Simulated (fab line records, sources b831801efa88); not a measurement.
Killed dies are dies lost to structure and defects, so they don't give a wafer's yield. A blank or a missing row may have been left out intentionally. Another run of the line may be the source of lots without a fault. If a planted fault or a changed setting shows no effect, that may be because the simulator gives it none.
fab line records ; flow sky130 ; part 2 of 2: steps 32 to 39 of 39
record: lots: 5; wafers: 15; last_day: 49
route steps=708 shown VIA4@643 METAL5@661 PASSIVATION@681
lots that met no fault: from a run of the same line without faults
start_h: start of the lot's first displayed wafer, in hours after the record's first day ; wait_h: hours since the lot's step before ; " the same as in the row above ; L1.1+2: one row covering several wafers at once ; - no value present, or no start provided ; * or withheld: withheld ; < > ~ a bound
route shown NAME@n: a module of which the file shows steps, and the number in the route of the first ; usual: average and standard deviation across the fault-free wafers ; same: alike in all rows ; chamber/n: place in a boat ; sites: each site's reading ; _std_site: their standard deviation ; _edge_site: inner sites' mean taken away from outer sites' mean ; radius_mm: how far each site lies from the wafer's centre ; mask NAME#n: copy n ; behind: tool/chamber where the wafer was last shaped ; hold: the reason the lot was held/the length of the hold in hours/how it ended ; device: whichever transistor did not switch (one of n, p or np) ; end of line: the route-end tests of the same wafers ; a step given without rows: its recipe and nothing more ; killed: count of dies lost to structure and defects at first sort (not the wafer's yield) ; map: the dies of a wafer, with x for killed, . for not killed, _ for no die there
set.NAME: setting as actually run; set.NAME@STEP: the setting as run at that earlier step ; model.NAME: the simulator's own value behind a step, which no gauge read
lots at selected steps of the route; one table per step, one row per wafer
services: when a tool's chamber went out of use (start_h, in hours from the record's first day, below 0 if earlier), for how many hours, and the reason
== steps ==
step: SKY_METAL5_DEVELOP_13
recipe: resist: NOVOLAK; developer: TMAH; develop_time_s: 60; dev_temp_c: 23
lot.wafer;tool;chamber;start_h;wait_h
L078.2+5+6;litho_track-04;0;1054.95;0.1
L080.1+5+6;litho_track-04;0;1063.47;0.1
L087.2+4+6;litho_track-03;0;1103.94;0.1
L088.2+3+6;litho_track-01;0;1118.93;0.1
L093.2+3+5;litho_track-01;0;1143.63;0.1
step: SKY_METAL5_DESCUM_14
recipe: chemistry: O2; source_power_w: 150; bias_power_w: 0; pressure_mtorr: 10; temp_c: 40; time_s: 11
usual: chamber_pressure_mTorr: 10.001/0.0091; drypump_motor_current_A: 5.5/0.39; oes_product_au: 1.003/0.0074
lot.wafer;tool;chamber;start_h;wait_h;chamber_pressure_mTorr;drypump_motor_current_A;oes_product_au;rf_hours_counter_h
L078.2;rie_metal-04;1;1055.07;0.1;10.010;5.7;1.009;7
L078.5;rie_metal-04;1;1055.07;0.1;10.008;5.7;0.999;-
L078.6;rie_metal-04;0;1055.07;0.1;10.012;5.9;1.005;-
L080.1;rie_metal-03;1;1063.62;0.1;9.992;5.0;0.999;21
L080.5;rie_metal-03;0;1063.62;0.1;10.014;5.1;1.010;-
L080.6;rie_metal-03;1;1063.62;0.1;9.997;4.9;1.002;-
L087.2;rie_metal-03;0;1104.06;0.1;9.988;5.1;1.013;14
L087.4;rie_metal-03;1;1104.06;0.1;9.993;4.9;1.003;-
L087.6;rie_metal-03;0;1104.06;0.1;10.000;5.1;1.006;-
L088.2;rie_metal-04;1;1119.06;0.1;9.993;5.7;1.010;11
L088.3;rie_metal-04;0;1119.06;0.1;9.989;5.9;1.009;-
L088.6;rie_metal-04;1;1119.06;0.1;10.000;5.7;1.010;-
L093.2;rie_metal-04;0;1143.76;0.1;10.000;5.9;0.989;25
L093.3;rie_metal-04;0;1143.76;0.1;9.991;5.9;0.998;-
L093.5;rie_metal-04;0;1143.76;0.1;9.995;5.9;0.996;-
step: SKY_METAL5_METAL_ETCH_15
recipe: target_depth_a: 12600; stop_on: SiO2; over_etch_frac: 0.2; time_s: 252; chemistry: Cl2/BCl3; resist_sidewall_deg: 86; pressure_mtorr: 10; icp_w: 900; bias_w: 48.5; Cl2_flow_sccm: 60; bcl3_flow_sccm: 30
usual: chamber_pressure_mTorr: 10.001/0.0099; drypump_motor_current_A: 5.5/0.39; oes_product_au: 0.894/0.0048; throttle_valve_pct: 22.264/0.0094
lot.wafer;tool;chamber;start_h;wait_h;chamber_pressure_mTorr;drypump_motor_current_A;oes_product_au;rf_hours_counter_h;throttle_valve_pct
L078.2;rie_metal-04;1;1055.10;0.0;9.996;5.7;0.895;7;22.268
L078.5;rie_metal-04;1;1055.10;0.0;10.001;5.7;0.893;-;22.263
L078.6;rie_metal-04;0;1055.10;0.0;9.981;5.9;0.885;-;22.290
L080.1;rie_metal-03;1;1063.65;0.0;9.996;4.9;0.888;21;22.266
L080.5;rie_metal-03;0;1063.65;0.0;9.999;5.1;0.904;-;22.265
L080.6;rie_metal-03;1;1063.65;0.0;9.993;4.9;0.888;-;22.258
L087.2;rie_metal-03;0;1104.10;0.0;9.996;5.1;0.898;14;22.259
L087.4;rie_metal-03;1;1104.10;0.0;10.008;5.0;0.899;-;22.264
L087.6;rie_metal-03;0;1104.10;0.0;10.005;5.1;0.896;-;22.258
L088.2;rie_metal-04;1;1119.09;0.0;9.983;5.7;0.889;11;22.262
L088.3;rie_metal-04;0;1119.09;0.0;9.995;5.9;0.897;-;22.267
L088.6;rie_metal-04;1;1119.09;0.0;10.004;5.7;0.889;-;22.284
L093.2;rie_metal-04;0;1143.79;0.0;10.010;5.9;0.888;25;22.258
L093.3;rie_metal-04;0;1143.79;0.0;10.026;5.9;0.891;-;22.280
L093.5;rie_metal-04;0;1143.79;0.0;9.998;5.9;0.893;-;22.253
step: SKY_METAL5_STRIP_16
recipe: chemistry: O2/N2; power_w: 1400; pressure_mtorr: 1500; platen_temp_c: withheld; o2_flow_sccm: 3000; n2_flow_sccm: 300; overash_fraction: 0.5
usual: chamber_pressure_mTorr: 1499.8/1.3; drypump_motor_current_A: 5.72/0.23; n2_flow_sccm: 300.0/0.91; oes_product_au: 0.710/0.0045; strip_time_to_endpoint_s: 13.03/0.098
lot.wafer;tool;chamber;start_h;wait_h;chamber_pressure_mTorr;drypump_motor_current_A;n2_flow_sccm;oes_product_au;rf_hours_counter_h;strip_time_to_endpoint_s
L078.2;plasma_asher-03;0;1055.34;0.2;1499.2;5.84;299.7;0.711;61;13.00
L078.5;plasma_asher-03;0;1055.34;0.2;1499.4;5.83;299.8;0.705;-;12.98
L078.6;plasma_asher-03;1;1055.34;0.2;1498.5;5.98;300.6;0.706;-;12.97
L080.1;plasma_asher-03;0;1063.89;0.2;1499.1;5.85;300.1;0.710;63;13.08
L080.5;plasma_asher-03;1;1063.89;0.2;1500.5;5.95;301.2;0.703;-;13.01
L080.6;plasma_asher-03;0;1063.89;0.2;1500.3;5.84;299.6;0.709;-;13.05
L087.2;plasma_asher-01;1;1104.33;0.2;1500.1;5.73;300.8;0.716;4;12.92
L087.4;plasma_asher-01;1;1104.33;0.2;1500.2;5.70;301.1;0.708;-;12.84
L087.6;plasma_asher-01;1;1104.33;0.2;1499.6;5.72;298.8;0.710;-;12.93
L088.2;plasma_asher-01;0;1119.33;0.2;1501.1;5.28;299.1;0.701;6;13.18
L088.3;plasma_asher-01;1;1119.33;0.2;1498.0;5.76;300.1;0.711;-;13.14
L088.6;plasma_asher-01;1;1119.33;0.2;1503.3;5.76;299.4;0.705;-;13.15
L093.2;plasma_asher-04;0;1144.03;0.2;1500.9;5.77;298.7;0.712;38;13.17
L093.3;plasma_asher-04;1;1144.03;0.2;1501.1;5.87;298.4;0.712;-;13.12
L093.5;plasma_asher-04;0;1144.03;0.2;1501.0;5.81;299.4;0.707;-;13.06
step: SKY_METAL5_STRIP_17
recipe: chemistry: post_etch_residue_remover; time_s: 1200; temp_c: 72.5
usual: bath_guard_temp_C: 72.6/0.52
lot.wafer;tool;chamber;start_h;wait_h;bath_guard_temp_C
L078.2;wet_bench-01;0;1055.44;0.1;72.6
L078.5;wet_bench-01;0;1055.44;0.1;72.4
L078.6;wet_bench-01;0;1055.44;0.1;72.4
L080.1;wet_bench-01;1;1063.99;0.1;72.1
L080.5;wet_bench-01;1;1063.99;0.1;72.3
L080.6;wet_bench-01;1;1063.99;0.1;72.1
L087.2;wet_bench-03;1;1104.43;0.1;71.5
L087.4;wet_bench-03;1;1104.43;0.1;71.6
L087.6;wet_bench-03;1;1104.43;0.1;71.6
L088.2;wet_bench-03;3;1119.43;0.1;72.8
L088.3;wet_bench-03;3;1119.43;0.1;73.4
L088.6;wet_bench-03;3;1119.43;0.1;72.7
L093.2;wet_bench-03;2;1144.13;0.1;72.3
L093.3;wet_bench-03;2;1144.13;0.1;71.9
L093.5;wet_bench-03;2;1144.13;0.1;72.4
step: SKY_METAL5_CLEAN_18
recipe: chemistry: IPA; time_s: 180; temp_c: 25
lot.wafer;tool;chamber;start_h;wait_h
L078.2+5+6;wet_bench-04;0;1055.78;0.0
L080.1+5+6;wet_bench-04;1;1064.33;0.0
L087.2+4+6;wet_bench-04;0;1104.77;0.0
L088.2+3+6;wet_bench-01;1;1119.77;0.0
L093.2+3+5;wet_bench-03;1;1144.50;0.0
step: SKY_METAL5_CLEAN_19
recipe: chemistry: O3/DIW; dry: n2_spin
lot.wafer;tool;chamber;start_h;wait_h
L078.2+5+6;wet_bench-03;0;1055.84;0.0
L080.1+5+6;wet_bench-03;2;1064.40;0.0
L087.2+4+6;wet_bench-03;3;1104.83;0.0
L088.2+3+6;wet_bench-04;0;1119.83;0.0
L093.2+3+5;wet_bench-04;3;1144.56;0.0
step: SKY_PASSIVATION_CVD_00
recipe: material: SiO2; target_thk_nm: 90; temp_c: 400; time_s: withheld; rf_w: 600
usual: heater_power_w: 722/110
lot.wafer;tool;chamber;start_h;wait_h;heater_power_w
L078.2;pecvd-03;0;1055.94;0.0;820
L078.5;pecvd-03;1;1055.94;0.0;878
L078.6;pecvd-03;2;1055.94;0.0;699
L080.1;pecvd-04;2;1064.50;0.0;594
L080.5;pecvd-04;2;1064.50;0.0;608
L080.6;pecvd-04;0;1064.50;0.0;643
L087.2;pecvd-03;1;1104.92;0.0;836
L087.4;pecvd-03;0;1104.92;0.0;847
L087.6;pecvd-03;2;1104.92;0.0;766
L088.2;pecvd-01;1;1119.93;0.0;594
L088.3;pecvd-01;0;1119.93;0.0;557
L088.6;pecvd-01;2;1119.93;0.0;691
L093.2;pecvd-04;0;1144.65;0.0;596
L093.3;pecvd-04;2;1144.65;0.0;713
L093.5;pecvd-04;1;1144.65;0.0;821
== services ==
tool;chamber;start_h;hours;kind
pecvd-03;2;995.81;26.2;repair
rie_diel-03;3;998.03;4.1;repair
wet_bench-04;-;1001.15;1.9;pm
iline_stepper-02;-;1004.17;9.3;repair
plasma_asher-04;-;1004.67;1.3;repair
plasma_asher-03;-;1009.32;9.9;repair
cmp-02;-;1012.22;0.5;repair
rie_diel-03;3;1019.95;14.9;repair
plasma_asher-03;-;1021.09;0.5;repair
cmp-02;-;1027.01;4.1;repair
rie_metal-04;-;1030.24;0.2;repair
iline_stepper-01;-;1032.14;2.2;repair
iline_stepper-02;-;1036.16;1.7;pm
cmp-02;-;1036.39;4.0;repair
cvd_w-02;-;1036.49;1.5;repair
cmp-02;-;1036.78;0.8;repair
cvd_w-02;1;1054.81;16.9;repair
cmp-02;-;1078.01;6.1;pm
rie_diel-03;0;1078.86;6.9;repair
cmp-02;-;1084.15;4.0;pm
iline_stepper-01;-;1096.06;1.7;pm
rie_diel-03;1;1106.42;9.0;repair
pvd_sputter-01;-;1108.38;1.7;repair
cvd_w-02;-;1131.96;2.8;pm
